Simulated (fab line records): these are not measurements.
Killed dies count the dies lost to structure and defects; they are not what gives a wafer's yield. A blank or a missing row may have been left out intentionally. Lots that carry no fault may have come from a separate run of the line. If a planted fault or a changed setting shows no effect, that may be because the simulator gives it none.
Comparing a struck lot with a sound one -- flow sky130 -- 43 steps out of a route of 708
Sound: these wafers, L471.1, L471.3, L471.6. Struck: wafer L485.3 (left out: L485.2, L485.4 of the same lot, which were not struck); the cause appears at the end.
At each step with rows: each side's tool, then ch and its chambers, then its first start. Under that, the readings that differ: sound wafers -- struck wafers -- difference of the means -- sigmas: that difference in standard deviations of wafers without a fault.
alike: same words and numbers on both sides, and readings whose means sit less than 2 such deviations apart. not compared: any withheld reading, any reading some wafer has no value for, any bound like >300 that may hide the same value, and any number with overlapping values for which the record gives no deviation.
The two part at a step that has a row with sigmas, a row that says differs or no value, or rows on one side only. Numbers that don't overlap but have no deviation are shown without sigmas and don't part them. A reading that every wafer of one side lacks parts them only if that side has two wafers or more.

first, 8 steps without rows for these wafers: SKY_LOCAL_INTERCONNECT_DEHYDRATE_03 (time 60 s); SKY_LOCAL_INTERCONNECT_HMDS_04 (prime time 60 s); SKY_LOCAL_INTERCONNECT_COAT_05 (resist thk 60 nm); SKY_LOCAL_INTERCONNECT_COAT_06 (resist thk 442.9 nm); SKY_LOCAL_INTERCONNECT_SOFTBAKE_07 (time 90 s); SKY_LOCAL_INTERCONNECT_EXPOSE_08 (exposes mask LI1M, target cd 170 nm); SKY_LOCAL_INTERCONNECT_PEB_09; SKY_LOCAL_INTERCONNECT_DEVELOP_10 (develop time 60 s).
SKY_LOCAL_INTERCONNECT_CD_MEAS_11: target cd 170 nm.
  struck on cdSem-01, day 35 10:44; sound on cdSem-02, day 30 09:59
  alike: cdNm
SKY_LOCAL_INTERCONNECT_OVL_MEAS_12:
  struck on overlay-02, day 35 10:50; sound on overlay-02, day 30 10:06
reading,sound,struck,difference,sigmas
LOCAL_INTERCONNECT_OVL (nm),10 5 12,-4,-13,-2
SKY_LOCAL_INTERCONNECT_ETCH_13: etches BARC in N2/H2, stops on SiO2, time 45.9 s, target depth 60 nm.
  sound on rieMetal-04 ch 0,1, day 30 10:08; struck on rieMetal-04 ch 0, day 35 10:52
reading,sound,struck,difference,sigmas
oesProductAu (a.u.),0.853 0.856 0.859,0.865,+0.009,+2
throttleValvePct (%),13.228 13.226 13.234,13.211,-0.018,-2
  alike: drypumpMotorCurrentA, n2FlowSccm
  not compared: rfHoursCounterH
then, 1 step without rows for these wafers: SKY_LOCAL_INTERCONNECT_METAL_ETCH_14 (etches TiN in Cl2/BCl3, stops on PSG, target depth 110 nm, time 31.4 s).
SKY_LOCAL_INTERCONNECT_STRIP_15: strips in O2/N2.
  sound on plasmaAsher-02 ch 0,1, day 30 10:15; struck on plasmaAsher-03 ch 1, day 35 10:59
reading,sound,struck,difference,sigmas
oesProductAu (a.u.),0.425 0.423 0.423,0.433,+0.009,+2
  alike: drypumpMotorCurrentA, n2FlowSccm, stripTimeToEndpointS
  not compared: rfHoursCounterH
then, 3 steps without rows for these wafers: SKY_LOCAL_INTERCONNECT_STRIP_16 (strips in post etch residue remover, time 1200 s); SKY_LOCAL_INTERCONNECT_CLEAN_17 (cleans in IPA, time 180 s); SKY_LOCAL_INTERCONNECT_CLEAN_18 (cleans in O3/DIW).
SKY_CONTACT_CVD_00: deposits Si3N4, target thk 75 nm.
  sound on pecvd-01 ch 0,2, day 30 10:51; struck on pecvd-01 ch 0, day 35 11:36
  alike: heaterPowerW
SKY_CONTACT_THK_MEAS_01:
  struck on filmMetro-01, day 35 11:38; sound on filmMetro-01, day 30 10:53
  alike: CONTACT_CVD_00_THK
then, 1 step without rows for these wafers: SKY_CONTACT_HDPCVD_02 (deposits SiO2, target thk 565 nm, time 94.2 s).
SKY_CONTACT_THK_MEAS_03:
  struck on filmMetro-04, day 35 11:46; sound on filmMetro-03, day 30 11:01
  alike: CONTACT_HDPCVD_THK
then, 1 step without rows for these wafers: SKY_CONTACT_CMP_04 (polishes SiO2).
SKY_CONTACT_BOW_MEAS_05:
  struck on filmMetro-04, day 35 12:08; sound on filmMetro-01, day 30 11:22
  alike: CONTACT_BOW
then, 8 steps without rows for these wafers: SKY_CONTACT_DEHYDRATE_06 (time 60 s); SKY_CONTACT_HMDS_07 (prime time 60 s); SKY_CONTACT_COAT_08 (resist thk 60 nm); SKY_CONTACT_COAT_09 (resist thk 450 nm); SKY_CONTACT_SOFTBAKE_10 (time 90 s); SKY_CONTACT_EXPOSE_11 (exposes mask CTM1, target cd 170 nm); SKY_CONTACT_PEB_12; SKY_CONTACT_DEVELOP_13 (develop time 60 s).
SKY_CONTACT_CD_MEAS_14: target cd 170 nm.
  struck on cdSem-01, day 36 14:09; sound on cdSem-02, day 31 14:56
  alike: cdNm
SKY_CONTACT_OVL_MEAS_15:
  struck on overlay-01, day 36 14:16; sound on overlay-02, day 31 15:04
  alike: CONTACT_OVL
SKY_CONTACT_ETCH_16: etches BARC in N2/H2, stops on SiO2, time 45.9 s, target depth 60 nm.
  sound on rieDiel-01 ch 1,2,3, day 31 15:06; struck on rieDiel-02 ch 3, day 36 14:17
  alike: drypumpMotorCurrentA, n2FlowSccm, oesProductAu, throttleValvePct
  not compared: rfHoursCounterH
then, 1 step without rows for these wafers: SKY_CONTACT_ETCH_17 (etches SiO2 in C4F8/O2/Ar, stops on Si3N4, target depth 340 nm).
SKY_CONTACT_ETCH_18: etches Si3N4 in CHF3/O2, stops on TiN, time 39 s, target depth 75 nm.
  sound on rieDiel-01 ch 1,2,3; struck on rieDiel-02 ch 3
  alike: O2_flow_sccm, drypumpMotorCurrentA, oesProductAu, throttleValvePct
  not compared: rfHoursCounterH
then, 4 steps without rows for these wafers: SKY_CONTACT_STRIP_19 (strips in O2/N2); SKY_CONTACT_STRIP_20 (strips in post etch residue remover, time 1200 s); SKY_CONTACT_CLEAN_21 (cleans in IPA, time 180 s); SKY_CONTACT_CLEAN_22 (cleans in O3/DIW).
SKY_CONTACT_SPUTTER_23: material TiN, target thk 20 nm, time 80 s.
  struck on pvdSputter-03, day 36 15:01; sound on pvdSputter-04, day 31 15:49
  alike: throttleValvePct
then, 1 step without rows for these wafers: SKY_CONTACT_CVD_24 (deposits W, target thk 340 nm, time 102.12 s).
SKY_CONTACT_RS_MEAS_25: a four-point-probe measurement.
  struck on filmMetro-04, day 36 15:13; sound on filmMetro-04, day 31 15:59
reading,sound,struck,difference,sigmas
CONTACT_W_RS (ohm/sq),0.337 0.337 0.335,0.345,+0.009,+2
-- the record jumps here: 13 days lie between the struck wafers' starts before and after (it left off in module CONTACT and takes up again in module PAD_OPEN, whose first step shown is number 708 of the route) --
SKY_PAD_OPEN_PROBE_99:
  struck on prober-01, day 49 10:27; sound on prober-01, day 45 16:46
reading,sound,struck,difference,sigmas
killedAtContacts,26 19 31,39,+14,+3
killedAtFrontEnd,19 20 22,7,-13,-3
  alike: killed_at_M0_to_M3, killed_at_M4_up, killedAtOther, killedDies, killedOpen, killedShort

== WHERE THEY PART ==
Last at SKY_PAD_OPEN_PROBE_99 as far as this record goes, first at SKY_LOCAL_INTERCONNECT_OVL_MEAS_12.

WHY: what the simulator had put in
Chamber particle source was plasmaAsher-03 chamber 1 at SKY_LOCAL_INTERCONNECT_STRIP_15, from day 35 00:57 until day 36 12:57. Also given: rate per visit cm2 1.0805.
